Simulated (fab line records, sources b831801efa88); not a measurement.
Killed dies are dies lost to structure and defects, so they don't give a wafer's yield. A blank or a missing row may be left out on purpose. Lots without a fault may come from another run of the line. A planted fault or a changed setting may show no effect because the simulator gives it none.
Which tool did it? | flow gf180mcu | 14 lots, 42 wafers sampled, at 4 steps of a route of 602

WHAT THE GAUGES READ, wafer by wafer
GF_STI_THK_MEAS_22. Usual: STI_OXIDATION_01_THK 15.01 nm, standard deviation 0.28.
lot  | measured    | on            | STI_OXIDATION_01_THK (nm) | flag
L856 | day 2 04:57 | film_metro-02 | 14.84 14.90 14.70         |
L857 | day 2 09:01 | film_metro-03 | 14.89 14.40 14.55         |
L858 | day 2 12:49 | film_metro-03 | 14.59 14.96 15.00         |
L859 | day 2 19:49 | film_metro-03 | 14.69 14.95 14.90         |
L860 | day 2 23:40 | film_metro-02 | 14.67 14.50 14.81         |
L861 | day 3 04:59 | film_metro-03 | 14.86 14.58 14.64         |
L862 | day 3 10:43 | film_metro-03 | 15.53 15.40 15.15         |
L863 | day 3 14:46 | film_metro-01 | 15.17 14.98 15.03         |
L867 | day 4 13:23 | film_metro-02 | 15.32 15.52 15.36         |
L869 | day 4 21:16 | film_metro-01 | 15.01 14.96 15.14         |
L874 | day 6 00:44 | film_metro-03 | 14.98 15.08 15.02         |
L875 | day 6 04:34 | film_metro-03 | 15.05 14.97 14.88         |
L876 | day 6 09:19 | film_metro-03 | 15.00 15.33 15.21         |
L879 | day 7 02:42 | film_metro-01 | 14.91 14.96 15.01         |

GF_STI_THK_MEAS_30. Usual: STI_OXIDATION_02_THK 10.02 nm, standard deviation 0.17.
lot  | measured    | on            | STI_OXIDATION_02_THK (nm) | flag
L856 | day 2 07:53 | film_metro-01 | 9.88 9.78 9.74            |
L857 | day 2 11:41 | film_metro-02 | 9.74 9.60 9.93            |
L858 | day 2 15:21 | film_metro-01 | 10.26 10.14 10.09         |
L859 | day 2 22:21 | film_metro-02 | 9.72 9.63 9.67            |
L860 | day 3 02:09 | film_metro-03 | 10.01 10.13 10.05         |
L861 | day 3 09:19 | film_metro-02 | 10.11 9.95 9.88           |
L862 | day 3 13:18 | film_metro-01 | 9.99 9.96 10.06           |
L863 | day 3 17:15 | film_metro-01 | 10.06 9.81 10.10          |
L867 | day 4 16:36 | film_metro-01 | 10.19 10.21 10.14         |
L869 | day 4 23:45 | film_metro-02 | 10.21 10.04 10.01         |
L874 | day 6 03:13 | film_metro-02 | 10.13 10.12 10.19         |
L875 | day 6 08:28 | film_metro-01 | 9.94 9.94 9.90            |
L876 | day 6 11:51 | film_metro-03 | 10.03 10.10 10.14         |
L879 | day 7 05:19 | film_metro-02 | 10.17 10.27 10.06         |

GF_POLY_GATE_THK_MEAS_17. Usual: POLY_GATE_OXIDATION_THK 4.00 nm, standard deviation 0.069.
lot  | measured     | on            | POLY_GATE_OXIDATION_THK (nm) | flag
L856 | day 9 09:53  | film_metro-02 | 4.01 3.99 4.02               |
L857 | day 9 14:12  | film_metro-01 | 3.90 3.98 4.01               |
L858 | day 9 19:17  | film_metro-01 | 3.85 3.85 3.85               |
L859 | day 10 05:07 | film_metro-02 | 4.06 4.06 4.01               |
L860 | day 10 08:49 | film_metro-02 | 3.97 3.92 3.98               |
L861 | day 10 19:10 | film_metro-04 | 4.02 4.02 3.99               |
L862 | day 11 00:25 | film_metro-04 | 4.09 4.10 4.10               |
L863 | day 11 05:47 | film_metro-01 | 3.97 4.00 4.04               |
L867 | day 12 13:46 | film_metro-02 | 3.94 3.96 3.96               |
L869 | day 13 00:08 | film_metro-01 | 3.97 3.96 3.99               |
L874 | day 14 15:46 | film_metro-02 | 3.93 4.01 3.91               |
L875 | day 14 21:35 | film_metro-04 | 3.95 4.03 4.02               |
L876 | day 15 02:43 | film_metro-02 | 4.11 4.06 4.06               |
L879 | day 16 05:10 | film_metro-04 | 3.97 3.98 3.83               |

WHICH TOOL RAN EACH LOT (tool, then ch and the chambers of the sampled wafers, then the start)
lot  | GF_DNWELL_IMPLANT_07
L856 | implanter-03 ch 0, day 2 19:34
L857 | implanter-03 ch 0, day 3 00:10
L858 | implanter-01 ch 0, day 3 04:02
L859 | implanter-04 ch 0, day 3 10:43
L860 | implanter-01 ch 0, day 3 14:20
L861 | implanter-03 ch 0, day 3 21:43
L862 | implanter-04 ch 0, day 4 01:52
L863 | implanter-01 ch 0, day 4 06:17
L867 | implanter-01 ch 0, day 5 05:23
L869 | implanter-01 ch 0, day 5 13:41
L874 | implanter-04 ch 0, day 6 17:56
L875 | implanter-03 ch 0, day 7 00:09
L876 | implanter-04 ch 0, day 7 03:31
L879 | implanter-04 ch 0, day 7 22:04
- GF_DNWELL_IMPLANT_07

WHAT THE TOOLS THEMSELVES READ (means of the sampled wafers that have a number; where no wafer has one, the mark that the record gives instead)
GF_DNWELL_IMPLANT_07. Usual: beam_energy_keV 1499.9, standard deviation 0.45.
lot  | tool         | beam_energy_keV | flag
L856 | implanter-03 | 1500.2          |
L857 | implanter-03 | 1500.1          |
L858 | implanter-01 | 1500.7          |
L859 | implanter-04 | 1500.3          |
L860 | implanter-01 | 1499.9          |
L861 | implanter-03 | 1500.4          |
L862 | implanter-04 | 1499.8          |
L863 | implanter-01 | 1499.7          |
L867 | implanter-01 | 1570.0          | OFF
L869 | implanter-01 | 1569.4          | OFF
L874 | implanter-04 | 1500.0          |
L875 | implanter-03 | 1499.5          |
L876 | implanter-04 | 1499.7          |
L879 | implanter-04 | 1499.7          |

THE ANSWER, worked out from the rows above alone
Rule: a lot is off if the mean of its wafers that have a number lies more than 3 standard deviations from the usual mean. A lot without any number at a reading at which 4 lots or more have one is off too. The other lots that the step has rows for count as sound. The gauges are gone through in route order, then the tools' own readings, and for those a lot's mean is taken as printed above. The first step at which some lot is off is used, and at that step the reading that is off furthest; a lot without a number counts as furthest.
Off: L867, L869, at GF_DNWELL_IMPLANT_07 (beam_energy_keV).
A tool fits if, at that step or a process step before it, it ran every lot that is off, and no sound lot after the first of them. One fits: implanter-01 at GF_DNWELL_IMPLANT_07. Its last sound lot is L863 (day 4 06:17), its first lot that is off L867 (day 5 05:23): a fault that began between those two fits.
The tool's own readings at GF_DNWELL_IMPLANT_07 bear it out: on the lots that are off they differ by more than 5 times the standard deviation of the sound lots' means. beam_energy_keV reads 1569.7 there against 1500.0 on the sound lots.

WHAT THE SIMULATOR HAD PUT IN
Process parameter drift: implanter-01, from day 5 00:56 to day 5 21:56, at GF_DNWELL_IMPLANT_07. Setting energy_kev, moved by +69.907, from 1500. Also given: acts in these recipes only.
Lots struck among those shown: L867, L869. The rule above found the same.
